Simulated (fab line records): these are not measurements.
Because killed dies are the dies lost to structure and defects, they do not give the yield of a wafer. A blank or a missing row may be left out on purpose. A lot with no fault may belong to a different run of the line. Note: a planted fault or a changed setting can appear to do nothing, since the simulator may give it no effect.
fab line records | flow sfqLine
record: lots: 10 | wafers: 30 | lastDay: 87
route steps=325 shown JJ@188
lots with no fault: from the same line, run without faults
startH: hours from the record's first day to the start of the lot's first wafer shown | waitH: time in hours since the lot's previous step | " repeats the value in the row above | L1.1+2: several wafers, shown together as one row | - no value, or no start was given | * or withheld: withheld | < > ~ a bound
route shown NAME@n: a module of which the file shows steps, and the number in the route of the first | usual: mean and standard deviation over wafers with no fault | same: alike in all rows | chamber/n: place in a boat | sites: per-site readings | _std_site: the values' standard deviation | _edge_site: the outer-site mean with the inner-site mean subtracted | radiusMm: how far each site lies from the wafer's centre | mask NAME#n: copy n | behind: the most recent tool/chamber to have shaped the wafer | hold: why the lot was held/for how many hours/how that ended | device: whichever transistor did not switch (one of n, p or np) | end of line: tests of these same wafers at the route's end | where a step has no rows: the recipe by itself | killed: not the wafer's yield, but the dies lost to structure and defects at the first sort | map: dies across one wafer; x = killed, . = not, _ = none there
set.NAME: the run value of the setting; set.NAME@STEP: its run value at that earlier step | model.NAME: the simulator's own value behind a step, which no gauge read
one table for each step of the route and one row for each wafer, over a sample of lots
services: from which hour (startH, from the record's first day; less than 0 if before it) a tool's chamber was out of use, for how many hours, and why
== steps ==
step: SFQ_TRILAYER_JJ_CE_LITHO_EXPOSE_115
recipe: maskId: J5 | na: 0.6 | sourceShape: conventional | sigmaOuter: 0.65 | targetCdNm: 700 | doseMj: 14.4
lot.wafer  | tool          | chamber | startH  | waitH | mask
L121.4+5+6 | krfScanner-01 | 0       | 1012.61 | -     | J5#0
L122.1+2+3 | krfScanner-01 | 0       | 1013.21 | -     | J5#0
L123.1+2+6 | krfScanner-01 | 0       | 1104.99 | -     | J5#0
L124.1+2+4 | krfScanner-01 | 0       | 1106.19 | -     | J5#0
L125.3+4+5 | krfScanner-01 | 0       | 1107.79 | -     | J5#0
L126.3+4+5 | krfScanner-01 | 0       | 1108.99 | -     | J5#0
L128.1+5+6 | krfScanner-02 | 0       | 1222.17 | -     | J5#0
L130.1+3+4 | krfScanner-02 | 0       | 1255.51 | -     | J5#0
L143.2+4+6 | krfScanner-02 | 0       | 1383.54 | -     | J5#0
L144.1+3+5 | krfScanner-02 | 0       | 1384.54 | -     | J5#0
step: SFQ_JJ_OVL_MEAS_931
usual: J5_OVL: -1/4.2
lot.wafer | tool       | chamber | startH  | waitH | J5_OVL[nm]
L121.4    | overlay-02 | -       | 1013.53 | 0.1   | -7
L121.5    | "          | -       | "       | "     | -9
L121.6    | "          | -       | "       | "     | -4
L122.1    | overlay-02 | -       | 1014.71 | 0.1   | 3
L122.2    | "          | -       | "       | "     | 3
L122.3    | "          | -       | "       | "     | 2
L123.1    | overlay-01 | -       | 1106.49 | 0.1   | 194
L123.2    | "          | -       | "       | "     | 186
L123.6    | "          | -       | "       | "     | 189
L124.1    | overlay-01 | -       | 1107.69 | 0.1   | 193
L124.2    | "          | -       | "       | "     | 193
L124.4    | "          | -       | "       | "     | 190
L125.3    | overlay-01 | -       | 1108.90 | 0.1   | 192
L125.4    | "          | -       | "       | "     | 196
L125.5    | "          | -       | "       | "     | 185
L126.3    | overlay-01 | -       | 1110.10 | 0.1   | 195
L126.4    | "          | -       | "       | "     | 197
L126.5    | "          | -       | "       | "     | 194
L128.1    | overlay-02 | -       | 1223.67 | 0.1   | 5
L128.5    | "          | -       | "       | "     | 1
L128.6    | "          | -       | "       | "     | 0
L130.1    | overlay-02 | -       | 1257.01 | 0.1   | -4
L130.3    | "          | -       | "       | "     | -5
L130.4    | "          | -       | "       | "     | -8
L143.2    | overlay-01 | -       | 1384.84 | 0.1   | 0
L143.4    | "          | -       | "       | "     | 4
L143.6    | "          | -       | "       | "     | 2
L144.1    | overlay-01 | -       | 1386.04 | 0.1   | -1
L144.3    | "          | -       | "       | "     | 1
L144.5    | "          | -       | "       | "     | -6
== services ==
tool          | chamber | startH  | hours | kind
krfScanner-02 | -       | 1003.19 | 4.4   | pm
krfScanner-01 | -       | 1008.73 | 0.8   | pm
krfScanner-02 | -       | 1024.37 | 1.3   | pm
krfScanner-02 | -       | 1087.96 | 1.5   | repair
krfScanner-02 | -       | 1095.50 | 0.8   | pm
krfScanner-01 | -       | 1103.69 | 1.3   | pm
krfScanner-01 | -       | 1154.18 | 1.0   | pm
krfScanner-02 | -       | 1157.90 | 1.0   | pm
krfScanner-01 | -       | 1173.96 | 0.8   | pm
krfScanner-02 | -       | 1187.88 | 0.2   | repair
krfScanner-02 | -       | 1200.49 | 1.3   | pm
krfScanner-02 | -       | 1250.28 | 4.0   | pm
krfScanner-02 | -       | 1271.90 | 0.8   | repair
krfScanner-01 | -       | 1279.20 | 1.3   | pm
krfScanner-01 | -       | 1323.52 | 1.0   | pm
krfScanner-02 | -       | 1326.80 | 1.0   | pm
krfScanner-01 | -       | 1342.52 | 0.8   | pm
krfScanner-01 | -       | 1350.52 | 1.7   | repair
krfScanner-02 | -       | 1376.25 | 1.3   | pm
== key ==
firstSign: step: SFQ_JJ_OVL_MEAS_931 | reading: J5_OVL | direction: up | sigmas: 46 | usual: -1 | struck: 192
effect none on later readings
metAt SFQ_TRILAYER_JJ_CE_LITHO_EXPOSE_115
struckLots L123,L124,L125,L126
onsetBetween 1013.21 1104.99
fault: kind: scannerMatchingOverlay | tool: krfScanner-01 | chamber: - | onsetH: 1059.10 | steps: SFQ_TRILAYER_JJ_CE_LITHO_EXPOSE_115 | offset: 195.65
